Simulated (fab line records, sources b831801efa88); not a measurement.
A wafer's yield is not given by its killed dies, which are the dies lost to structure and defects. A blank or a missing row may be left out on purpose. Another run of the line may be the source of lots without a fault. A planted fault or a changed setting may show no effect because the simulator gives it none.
fab line records ; flow sky130
record lots=7; wafers=21; last-day=50
route steps=708 shown FIELD_ISO@6 PAD_OPEN@708
lots that met no fault: taken from a fault-free run of the same line
start-h: hours from the record's first day to the start of the lot's first wafer shown ; wait-h: hours since the lot's step before ; " as in the row above ; L1.1+2: a single row standing in for several wafers ; - no value, or no start given ; * or withheld: withheld ; < > ~ a bound
route shown NAME@n: names a module that has steps shown in the file, with the first one's number in the route ; usual: mean and standard deviation over wafers with no fault ; same: alike in all rows ; chamber/n: place in a boat ; sites: the reading at each site ; _std_site: how widely they spread, as a standard deviation ; _edge_site: outer sites' mean less inner sites' ; radius-mm: how far each site lies from the wafer's centre ; mask NAME#n: copy n ; behind: the tool/chamber that last shaped the wafer ; hold: why the lot was held/for how many hours/how that ended ; device: transistor that didn't switch, given as n, p or np ; end of line: tests run on the same wafers once the route is complete ; for a step that has no rows: nothing shown but its recipe ; killed: dies lost to structure and defects at the first sort, not the wafer's yield ; map: a wafer's dies, marking killed ones x, the rest . and places with no die _
set.NAME: the setting that was run; set.NAME@STEP: the one run at that earlier step ; model.NAME: the simulator's own value behind a step, which no gauge read
a table for each step, a row for each wafer; lots at some steps of the route
services: a tool's chamber out of use, with start hour (start-h, from the record's first day; less than 0 if before it), hours out, and reason
## steps
# step SKY_FIELD_ISO_DEHYDRATE_05
# recipe temp-c=200; time-s=60
# step SKY_FIELD_ISO_HMDS_06
# recipe prime-time-s=60; prime-temp-c=120
# step SKY_FIELD_ISO_COAT_07
# recipe resist=BARC; temp-c=withheld; time-s=withheld; spin-rpm=3000; resist-thk-nm=60
# step SKY_FIELD_ISO_COAT_08
# recipe resist=KrF-thick; spin-rpm=3000; resist-thk-nm=450
# step SKY_FIELD_ISO_SOFTBAKE_09
# recipe temp-c=100; time-s=90; resist=KrF-thick
# step SKY_FIELD_ISO_EXPOSE_10
# recipe mask-id=FOM; na=0.68; source-shape=annular; sigma-inner=0.4; sigma-outer=0.8; target-cd-nm=150; dose-mj=28
# step SKY_FIELD_ISO_PEB_11
# recipe peb-temp-c=withheld; peb-time-s=withheld; resist=KrF-thick
# step SKY_FIELD_ISO_DEVELOP_12
# recipe develop-time-s=60; resist=KrF-thick; dev-temp-c=21
# step SKY_FIELD_ISO_CD_MEAS_13
# recipe target-cd-nm=150
# usual cd-nm=150.0/1.7
lot.wafer;tool;chamber;start-h;wait-h;cd-nm
L919.1;cd-sem-02;-;46.79;-;150.2
L919.2;cd-sem-02;-;46.79;-;151.6
L919.6;cd-sem-02;-;46.79;-;151.1
L926.1;cd-sem-01;-;80.24;-;150.0
L926.2;cd-sem-01;-;80.24;-;149.8
L926.3;cd-sem-01;-;80.24;-;150.3
L932.1;cd-sem-01;-;112.32;-;151.9
L932.4;cd-sem-01;-;112.32;-;152.0
L932.6;cd-sem-01;-;112.32;-;151.9
L933.2;cd-sem-02;-;116.30;-;149.0
L933.4;cd-sem-02;-;116.30;-;149.5
L933.5;cd-sem-02;-;116.30;-;150.8
L934.1;cd-sem-02;-;122.24;-;151.2
L934.5;cd-sem-02;-;122.24;-;151.7
L934.6;cd-sem-02;-;122.24;-;148.8
L935.2;cd-sem-01;-;127.30;-;148.6
L935.4;cd-sem-01;-;127.30;-;149.5
L935.6;cd-sem-01;-;127.30;-;148.9
L939.2;cd-sem-01;-;147.91;-;150.5
L939.5;cd-sem-01;-;147.91;-;150.4
L939.6;cd-sem-01;-;147.91;-;149.6
# step SKY_FIELD_ISO_ETCH_14
# recipe chemistry=N2/H2; target=BARC; ion-energy-ev=200; source-w=500; bias-w=100; pressure-mtorr=30; n2-flow-sccm=100; h2-flow-sccm=200; stop-on=SiO2; time-s=45.9; target-depth-a=600
# usual drypump-motor-current-A=5.9/0.41; oes-product-au=0.855/0.0047; run-length-s=74.2/0.48; throttle-valve-pct=13.226/0.0091
lot.wafer;tool;chamber;start-h;wait-h;drypump-motor-current-A;oes-product-au;rf-hours-counter-h;run-length-s;throttle-valve-pct
L919.1;rie-diel-02;1;46.91;0.1;5.4;0.848;61;74.1;13.216
L919.2;rie-diel-02;3;46.91;0.1;6.1;0.844;126;73.5;13.230
L919.6;rie-diel-02;3;46.91;0.1;6.1;0.851;-;73.9;13.230
L926.1;rie-diel-02;0;80.36;0.1;6.2;0.862;3;74.1;13.214
L926.2;rie-diel-02;3;80.36;0.1;6.1;0.853;127;73.6;13.232
L926.3;rie-diel-02;2;80.36;0.1;5.8;0.858;110;74.3;13.232
L932.1;rie-diel-02;0;112.44;0.1;6.2;0.861;3;75.0;13.219
L932.4;rie-diel-02;2;112.44;0.1;5.8;0.852;111;74.4;13.224
L932.6;rie-diel-02;1;112.44;0.1;5.4;0.853;-;74.5;13.229
L933.2;rie-diel-02;0;116.40;0.1;6.2;0.853;3;74.1;13.230
L933.4;rie-diel-02;1;116.40;0.1;5.4;0.854;63;74.6;13.218
L933.5;rie-diel-02;0;116.40;0.1;6.2;0.855;-;74.8;13.241
L934.1;rie-diel-03;1;122.36;0.1;6.3;0.849;136;74.5;13.212
L934.5;rie-diel-03;0;122.36;0.1;6.6;0.853;-;74.4;13.211
L934.6;rie-diel-03;1;122.36;0.1;6.3;0.864;-;74.4;13.217
L935.2;rie-diel-04;0;127.40;0.1;5.5;0.860;20;74.4;13.236
L935.4;rie-diel-04;1;127.40;0.1;5.5;0.863;25;74.0;13.228
L935.6;rie-diel-04;0;127.40;0.1;5.5;0.852;-;74.6;13.217
L939.2;rie-diel-03;1;148.01;0.1;6.3;0.862;136;74.9;13.207
L939.5;rie-diel-03;2;148.01;0.1;5.5;0.853;-;74.0;13.211
L939.6;rie-diel-03;1;148.01;0.1;6.3;0.851;-;74.6;13.235
# step SKY_FIELD_ISO_ETCH_15
# recipe chemistry=CHF3/O2; target-depth-nm=180; stop-on=Si; source-w=600; bias-w=200; pressure-mtorr=40; chf3-flow-sccm=50; O2_flow_sccm=5; time-s=72
# usual drypump-motor-current-A=5.9/0.4; oes-product-au=0.948/0.0064; run-length-s=100.3/0.48; throttle-valve-pct=8.844/0.0096
lot.wafer;tool;chamber;start-h;wait-h;drypump-motor-current-A;oes-product-au;rf-hours-counter-h;run-length-s;throttle-valve-pct
L919.1;rie-diel-02;1;46.95;0.0;5.4;0.939;62;100.5;8.831
L919.2;rie-diel-02;3;46.95;0.0;6.1;0.943;126;99.5;8.851
L919.6;rie-diel-02;3;46.95;0.0;6.1;0.934;-;99.6;8.868
L926.1;rie-diel-02;0;80.40;0.0;6.2;0.951;3;100.3;8.852
L926.2;rie-diel-02;3;80.40;0.0;6.1;0.958;127;99.7;8.849
L926.3;rie-diel-02;2;80.40;0.0;5.8;0.948;110;101.0;8.850
L932.1;rie-diel-02;0;112.48;0.0;6.2;0.954;3;100.2;8.836
L932.4;rie-diel-02;2;112.48;0.0;5.8;0.955;111;100.3;8.857
L932.6;rie-diel-02;1;112.48;0.0;5.4;0.952;-;100.3;8.848
L933.2;rie-diel-02;0;116.44;0.0;6.2;0.943;4;100.7;8.847
L933.4;rie-diel-02;1;116.44;0.0;5.4;0.946;63;100.7;8.847
L933.5;rie-diel-02;0;116.44;0.0;6.2;0.948;-;100.5;8.866
L934.1;rie-diel-03;1;122.40;0.0;6.2;0.945;136;101.2;8.842
L934.5;rie-diel-03;0;122.40;0.0;6.7;0.946;-;100.8;8.844
L934.6;rie-diel-03;1;122.40;0.0;6.3;0.946;-;100.6;8.841
L935.2;rie-diel-04;0;127.44;0.0;5.5;0.949;20;100.8;8.850
L935.4;rie-diel-04;1;127.44;0.0;5.5;0.943;25;100.0;8.842
L935.6;rie-diel-04;0;127.44;0.0;5.5;0.947;-;100.5;8.844
L939.2;rie-diel-03;1;148.05;0.0;6.3;0.947;136;100.7;8.833
L939.5;rie-diel-03;2;148.05;0.0;5.5;0.949;-;99.7;8.839
L939.6;rie-diel-03;1;148.05;0.0;6.2;0.943;-;100.9;8.843
# step SKY_FIELD_ISO_STRIP_16
# recipe chemistry=O2/N2; power-w=1400; pressure-mtorr=1500; platen-temp-c=withheld; o2-flow-sccm=3000; n2-flow-sccm=300; overash-fraction=0.5
# usual drypump-motor-current-A=5.61/0.28; oes-product-au=0.378/0.0046; strip-time-to-endpoint-s=3.56/0.049
lot.wafer;tool;chamber;start-h;wait-h;drypump-motor-current-A;oes-product-au;rf-hours-counter-h;strip-time-to-endpoint-s
L919.1;plasma-asher-04;1;47.01;0.0;5.91;0.377;36;3.60
L919.2;plasma-asher-04;0;47.01;0.0;5.39;0.372;36;3.55
L919.6;plasma-asher-04;1;47.01;0.0;5.90;0.379;-;3.55
L926.1;plasma-asher-03;0;80.46;0.0;5.14;0.386;29;3.52
L926.2;plasma-asher-03;1;80.46;0.0;5.86;0.375;29;3.61
L926.3;plasma-asher-03;0;80.46;0.0;5.13;0.368;-;3.51
L932.1;plasma-asher-04;1;112.54;0.0;5.92;0.376;42;3.56
L932.4;plasma-asher-04;1;112.54;0.0;5.92;0.370;-;3.51
L932.6;plasma-asher-04;0;112.54;0.0;5.45;0.377;-;3.64
L933.2;plasma-asher-04;1;116.50;0.0;5.92;0.375;43;3.56
L933.4;plasma-asher-04;0;116.50;0.0;5.41;0.384;-;3.63
L933.5;plasma-asher-04;0;116.50;0.0;5.43;0.383;-;3.55
L934.1;plasma-asher-04;1;122.46;0.0;5.91;0.377;44;3.55
L934.5;plasma-asher-04;0;122.46;0.0;5.40;0.373;-;3.55
L934.6;plasma-asher-04;1;122.46;0.0;5.92;0.380;-;3.55
L935.2;plasma-asher-04;1;127.50;0.0;5.92;0.390;44;3.56
L935.4;plasma-asher-04;1;127.50;0.0;5.90;0.374;-;3.55
L935.6;plasma-asher-04;0;127.50;0.0;5.41;0.373;-;3.55
L939.2;plasma-asher-04;1;148.11;0.0;5.92;0.375;47;3.53
L939.5;plasma-asher-04;1;148.11;0.0;5.92;0.371;-;3.54
L939.6;plasma-asher-04;0;148.11;0.0;5.40;0.379;-;3.52
# step SKY_FIELD_ISO_ETCH_17
# recipe target-depth-a=3420; mask-material=Si3N4; chemistry=HBr/Cl2/O2; target=Si; taper-deg=5; icp-w=600; bias-w=150; pressure-mtorr=15; HBr_flow_sccm=150; Cl2_flow_sccm=40; O2_flow_sccm=6; time-s=97.7
# usual drypump-motor-current-A=5.78/0.26; oes-product-au=1.002/0.016; run-length-s=126.0/0.47; throttle-valve-pct=25.656/0.013
lot.wafer;tool;chamber;start-h;wait-h;drypump-motor-current-A;oes-product-au;rf-hours-counter-h;run-length-s;throttle-valve-pct;model.FIELD_ISO.feature-depth-nm;model.etch.depth-nm
L919.1;rie-si-02;3;47.11;0.1;5.69;1.030;122;126.5;25.649;358.3;358.3
L919.2;rie-si-02;1;47.11;0.1;6.24;1.006;3;125.7;25.644;346.2;346.2
L919.6;rie-si-02;1;47.11;0.1;6.22;1.002;-;125.9;25.631;345.7;345.7
L926.1;rie-si-02;2;80.56;0.1;5.82;0.975;7;126.7;25.667;330.1;330.1
L926.2;rie-si-02;0;80.56;0.1;5.71;1.019;0;125.7;25.657;350.2;350.2
L926.3;rie-si-02;3;80.56;0.1;5.72;1.021;123;126.2;25.655;353.3;353.3
L932.1;rie-si-02;2;112.64;0.1;5.80;0.975;8;126.1;25.664;329.7;329.7
L932.4;rie-si-02;3;112.64;0.1;5.73;1.024;123;112.5;25.632;305.3;305.3
L932.6;rie-si-02;1;112.64;0.1;6.25;1.007;-;111.7;25.659;293.2;293.2
L933.2;rie-si-01;0;116.60;0.1;5.37;1.014;142;125.4;25.666;350.6;350.6
L933.4;rie-si-01;2;116.60;0.1;6.03;0.989;2;125.5;25.663;338.8;338.8
L933.5;rie-si-01;2;116.60;0.1;6.05;0.986;-;125.6;25.661;336.6;336.6
L934.1;rie-si-02;3;122.56;0.1;5.66;1.026;123;126.4;25.629;355.1;355.1
L934.5;rie-si-02;2;122.56;0.1;5.83;0.987;-;126.6;25.661;335.1;335.1
L934.6;rie-si-02;3;122.56;0.1;5.72;1.027;-;112.2;25.651;306.4;306.4
L935.2;rie-si-02;2;127.60;0.1;5.81;0.982;8;126.4;25.671;335.7;335.7
L935.4;rie-si-02;0;127.60;0.1;5.71;1.006;1;111.8;25.650;299.7;299.7
L935.6;rie-si-02;0;127.60;0.1;5.71;1.010;-;112.0;25.645;299.9;299.9
L939.2;rie-si-01;2;148.21;0.1;6.05;0.982;2;125.4;25.655;335.5;335.5
L939.5;rie-si-01;0;148.21;0.1;5.39;1.019;-;125.3;25.651;350.4;350.4
L939.6;rie-si-01;1;148.21;0.1;5.52;0.992;-;126.6;25.667;339.4;339.4
# step SKY_FIELD_ISO_WET_ETCH_18
# recipe chemistry=H3PO4; target-depth-nm=25; temp-c=160; target=Si3N4; time-s=286
# step SKY_PAD_OPEN_PROBE_99
# usual killed_at_M0_to_M3=43/6.1; killed_at_M4_up=3.5/2; killed-at-contacts=25/5.1; killed-at-front-end=14/4.2; killed-at-other=0.3/0.55; killed-dies=86/8.3; killed-open=46/7.2; killed-short=39/6
# same gross-dies=492; killed-at-back-side=0
lot.wafer;tool;chamber;start-h;wait-h;killed_at_M0_to_M3;killed_at_M4_up;killed-at-contacts;killed-at-front-end;killed-at-other;killed-dies;killed-open;killed-short;model.etest.res_p_drift_20v.line-ohm-um;model.etest.res_p_drift_20v.rs-ohm-sq;model.etest.pfet_16v.r-on-ohm-um;model.etest.res-iso-pwell.rs-ohm-sq;model.etest.res-iso-pwell.line-ohm-um;model.etest.res-nwell.line-ohm-um;model.etest.res-nwell.rs-ohm-sq;model.etest.res-nwell.width-nm
L919.1;prober-01;-;1106.64;0.1;41;5;25;17;0;88;56;32;1.303e+04;1.083e+04;1.569e+04;3271;1236;1233;1030;832.9
L919.2;prober-01;-;1106.69;0.1;53;5;26;12;0;96;54;42;1.188e+04;1.016e+04;1.527e+04;3020;1151;1187;985.4;827.6
L919.6;prober-01;-;1106.89;0.2;35;5;21;11;0;72;35;37;1.193e+04;9969;1.529e+04;2942;1120;1182;983.1;832.2
L926.1;prober-01;-;1135.88;0.1;31;8;25;16;0;80;43;35;9932;8302;1.466e+04;2860;1069;1107;930.8;840.7
L926.2;prober-01;-;1135.93;0.1;52;1;21;7;0;81;43;38;1.076e+04;9045;1.567e+04;3321;1244;1199;999.2;841
L926.3;prober-01;-;1135.98;0.2;35;10;20;10;0;75;34;40;1.099e+04;9200;1.555e+04;3354;1253;1192;998.5;842.7
L932.1;prober-02;-;1162.79;0.1;36;5;37;11;0;89;49;40;1.072e+04;9028;1.458e+04;2918;1108;1057;877.3;835.1
L932.4;prober-02;-;1162.94;0.2;45;2;23;9;0;79;49;30;9451;7985;1.378e+04;2482;940.6;1008;822.7;825.8
L932.6;prober-02;-;1163.04;0.2;51;2;27;17;1;98;62;36;9206;7616;1.349e+04;2303;873.5;956.7;792;826.4
L933.2;prober-02;-;1165.00;0.1;54;3;19;16;1;93;50;43;1.247e+04;1.046e+04;1.548e+04;3282;1257;1094;920;846.6
L933.4;prober-02;-;1165.10;0.2;45;5;16;14;0;80;48;32;1.153e+04;9635;1.477e+04;3007;1138;1064;894.9;840.2
L933.5;prober-02;-;1165.15;0.2;35;4;22;13;0;74;36;38;1.162e+04;9619;1.472e+04;2993;1130;1050;889.9;844
L934.1;prober-01;-;1171.54;0.1;38;4;29;14;1;86;38;48;1.221e+04;1.031e+04;1.577e+04;3303;1251;1202;1009;839.8
L934.5;prober-01;-;1171.74;0.2;30;3;19;17;1;70;35;35;1.064e+04;8937;1.484e+04;2835;1066;1121;930.4;817.7
L934.6;prober-01;-;1171.79;0.2;45;0;34;11;1;91;48;43;9486;7915;1.417e+04;2411;920.3;1046;858.1;817.8
L935.2;prober-02;-;1178.22;0.1;39;2;22;18;0;81;44;34;1.14e+04;9451;1.485e+04;2894;1083;1039;864.4;834.7
L935.4;prober-02;-;1178.32;0.2;36;2;21;13;0;72;38;34;9553;7975;1.366e+04;2389;893.4;960;789.1;822.7
L935.6;prober-02;-;1178.42;0.2;40;4;21;14;0;79;43;36;9387;7949;1.352e+04;2347;896.2;970.4;793.6;825.6
L939.2;prober-02;-;1195.10;0.1;49;2;20;17;0;88;52;36;1.121e+04;9353;1.458e+04;2975;1117;1089;907.9;848.3
L939.5;prober-02;-;1195.25;0.2;43;2;24;20;3;92;51;41;1.243e+04;1.025e+04;1.537e+04;3346;1294;1110;950;845.8
L939.6;prober-02;-;1195.30;0.2;47;2;23;20;0;92;54;38;1.155e+04;9730;1.512e+04;3160;1180;1097;929.5;849.5
# killed by level:class
L919.1 CONTACT:geometric-particle:open=9 VIA2:geometric-particle:open=9 VIA1:geometric-particle:open=9 POLY_GATE:geometric-particle:short=7 LI_CONTACT:geometric-particle:open=7 VIA3:geometric-particle:open=5 FIELD_ISO:geometric-particle:open=4 SPACER:geometric-particle:open=4
L919.2 VIA2:geometric-particle:open=13 CONTACT:geometric-particle:open=12 VIA1:geometric-particle:open=10 VIA2:geometric-particle:short=6 CONTACT:geometric-particle:short=5 METAL1:geometric-particle:short=5 VIA1:geometric-particle:short=5 METAL4:geometric-particle:short=5
L919.6 VIA1:geometric-particle:open=10 CONTACT:geometric-particle:open=7 CONTACT:geometric-particle:short=6 METAL1:geometric-particle:short=5 VIA1:geometric-particle:short=4 LI_CONTACT:geometric-particle:open=4 METAL2:geometric-particle:short=4 VIA3:geometric-particle:open=4
L926.1 VIA1:geometric-particle:open=9 CONTACT:geometric-particle:open=7 LI_CONTACT:geometric-particle:open=6 POLY_GATE:geometric-particle:open=5 CONTACT:geometric-particle:short=5 METAL4:geometric-particle:short=5 LOCAL_INTERCONNECT:geometric-particle:short=4 METAL1:geometric-particle:short=4
L926.2 CONTACT:geometric-particle:open=9 VIA1:geometric-particle:open=9 VIA3:geometric-particle:open=8 METAL2:geometric-particle:short=7 METAL1:geometric-particle:short=6 VIA1:geometric-particle:short=6 LI_CONTACT:geometric-particle:open=5 VIA3:geometric-particle:short=4
L926.3 LI_CONTACT:geometric-particle:open=11 METAL4:geometric-particle:short=8 VIA1:geometric-particle:short=7 METAL2:geometric-particle:short=6 FIELD_ISO:geometric-particle:open=5 METAL1:geometric-particle:short=4 VIA1:geometric-particle:open=4 FIELD_ISO:geometric-particle:short=3
L932.1 CONTACT:geometric-particle:open=11 VIA1:geometric-particle:open=9 LOCAL_INTERCONNECT:geometric-particle:short=8 CONTACT:geometric-particle:short=8 VIA3:geometric-particle:open=8 LI_CONTACT:geometric-particle:open=6 METAL2:geometric-particle:short=6 VIA2:geometric-particle:open=5
L932.4 VIA1:geometric-particle:open=13 LI_CONTACT:geometric-particle:open=10 VIA3:geometric-particle:open=7 VIA2:geometric-particle:short=4 CONTACT:geometric-particle:short=4 CONTACT:geometric-particle:open=4 METAL1:geometric-particle:short=4 VIA2:geometric-particle:open=4
L932.6 LI_CONTACT:geometric-particle:open=14 VIA3:geometric-particle:open=10 CONTACT:geometric-particle:open=7 METAL2:geometric-particle:short=7 VIA2:geometric-particle:open=7 POLY_GATE:geometric-particle:open=6 VIA1:geometric-particle:open=6 METAL3:geometric-particle:short=6
L933.2 VIA1:geometric-particle:open=10 VIA3:geometric-particle:open=8 METAL1:geometric-particle:short=7 VIA2:geometric-particle:open=7 CONTACT:geometric-particle:open=6 METAL2:geometric-particle:short=6 FIELD_ISO:geometric-particle:short=5 FIELD_ISO:geometric-particle:open=4
L933.4 VIA3:geometric-particle:open=10 VIA1:geometric-particle:open=8 LI_CONTACT:geometric-particle:open=7 CONTACT:geometric-particle:open=5 VIA3:geometric-particle:short=5 METAL4:geometric-particle:short=5 METAL1:geometric-particle:open=4 METAL1:geometric-particle:short=4
L933.5 CONTACT:geometric-particle:open=8 CONTACT:geometric-particle:short=7 VIA2:geometric-particle:open=6 VIA3:geometric-particle:open=6 LOCAL_INTERCONNECT:geometric-particle:short=5 VIA1:geometric-particle:open=5 METAL1:geometric-particle:short=4 METAL4:geometric-particle:short=4
L934.1 CONTACT:geometric-particle:open=10 VIA1:geometric-particle:open=7 METAL2:geometric-particle:short=7 LOCAL_INTERCONNECT:geometric-particle:short=6 LI_CONTACT:geometric-particle:open=6 VIA2:geometric-particle:open=6 VIA2:geometric-particle:short=5 FIELD_ISO:geometric-particle:open=4
L934.5 VIA1:geometric-particle:open=10 FIELD_ISO:geometric-particle:open=6 LOCAL_INTERCONNECT:geometric-particle:short=6 VIA2:geometric-particle:open=6 LI_CONTACT:geometric-particle:open=5 POLY_GATE:geometric-particle:short=4 VIA1:geometric-particle:short=4 FIELD_ISO:geometric-particle:short=3
L934.6 CONTACT:geometric-particle:open=13 VIA1:geometric-particle:open=12 METAL2:geometric-particle:short=7 LI_CONTACT:geometric-particle:open=7 VIA2:geometric-particle:open=7 FIELD_ISO:geometric-particle:short=6 LI_CONTACT:geometric-particle:short=5 CONTACT:geometric-particle:short=5
L935.2 VIA1:geometric-particle:open=10 CONTACT:geometric-particle:short=8 CONTACT:geometric-particle:open=8 FIELD_ISO:geometric-particle:open=5 VIA3:geometric-particle:open=5 VIA1:geometric-particle:short=5 METAL1:geometric-particle:short=4 METAL2:geometric-particle:open=4
L935.4 VIA1:geometric-particle:open=9 LI_CONTACT:geometric-particle:open=7 CONTACT:geometric-particle:open=6 METAL1:geometric-particle:short=6 FIELD_ISO:geometric-particle:open=5 METAL2:geometric-particle:short=5 VIA1:geometric-particle:short=4 VIA3:geometric-particle:short=4
L935.6 VIA1:geometric-particle:open=10 METAL1:geometric-particle:short=8 LI_CONTACT:geometric-particle:open=7 CONTACT:geometric-particle:open=7 METAL2:geometric-particle:short=6 VIA3:geometric-particle:open=5 VIA2:geometric-particle:open=4 METAL4:geometric-particle:short=4
L939.2 VIA1:geometric-particle:open=12 VIA2:geometric-particle:open=12 VIA3:geometric-particle:open=9 POLY_GATE:geometric-particle:short=6 CONTACT:geometric-particle:short=6 METAL1:geometric-particle:short=6 METAL2:geometric-particle:short=6 CONTACT:geometric-particle:open=5
L939.5 VIA3:geometric-particle:open=12 CONTACT:geometric-particle:open=12 VIA1:geometric-particle:open=10 METAL1:geometric-particle:short=8 POLY_GATE:geometric-particle:short=6 POLY_GATE:geometric-particle:open=6 LI_CONTACT:geometric-particle:open=4 CONTACT:geometric-particle:short=4
L939.6 LI_CONTACT:geometric-particle:open=12 VIA1:geometric-particle:open=12 VIA2:geometric-particle:open=8 CONTACT:geometric-particle:open=7 VIA1:geometric-particle:short=7 METAL1:geometric-particle:short=6 FIELD_ISO:geometric-particle:short=5 POLY_GATE:geometric-particle:open=5
## services
tool;chamber;start-h;hours;kind
rie-si-02;0;27.39;-;clean
rie-si-02;0;27.39;26.0;scheduled-down
rie-si-02;0;27.39;26.0;vent-cycle
rie-diel-02;2;29.22;14.9;repair
rie-diel-03;-;33.28;1.1;repair
rie-diel-03;-;37.10;0.5;repair
rie-diel-03;-;46.53;2.8;pm
rie-diel-03;2;59.86;4.7;repair
rie-diel-03;3;60.63;2.1;repair
rie-diel-02;1;65.89;6.1;repair
plasma-asher-04;-;78.24;2.8;pm
rie-si-02;0;101.84;2.9;repair
plasma-asher-03;-;111.79;7.0;repair
rie-si-01;0;118.41;-;clean
rie-si-01;0;118.41;17.0;scheduled-down
rie-si-01;0;118.41;17.0;vent-cycle
rie-diel-02;2;133.37;5.3;repair
## key
first-sign step=SKY_FIELD_ISO_ETCH_17; reading=run-length-s; direction=down; sigmas=29; usual=*; struck=*
effect none on later readings
model-effect step=SKY_FIELD_ISO_ETCH_17; value=FIELD_ISO.feature-depth-nm; without=351.2; struck=300.9
model-effect step=SKY_PAD_OPEN_PROBE_99; value=etest.res_p_drift_20v.line-ohm-um; without=1.219e+04; struck=9417
met-at SKY_FIELD_ISO_ETCH_17
struck-wafers L932.4,L932.6,L934.6,L935.4,L935.6
tester-left-out L932,L934,L935
onset-between 80.56 112.64
fault kind=process-parameter-drift; tool=rie-si-02; chamber=-; onset-h=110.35; steps=SKY_FIELD_ISO_ETCH_17; channel=time-s; offset=*; shape=step; end-h=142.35; scope=struck-wafers-only; acts-in=*; stated=*
# tester-left-out: of these lots the tester's yield and bins aren't shown, on N5 and GAA mostly nor the transistor test; their killed dies are dies lost to structure and defects alone, not to doping, threshold or leakage, so they don't give the yield
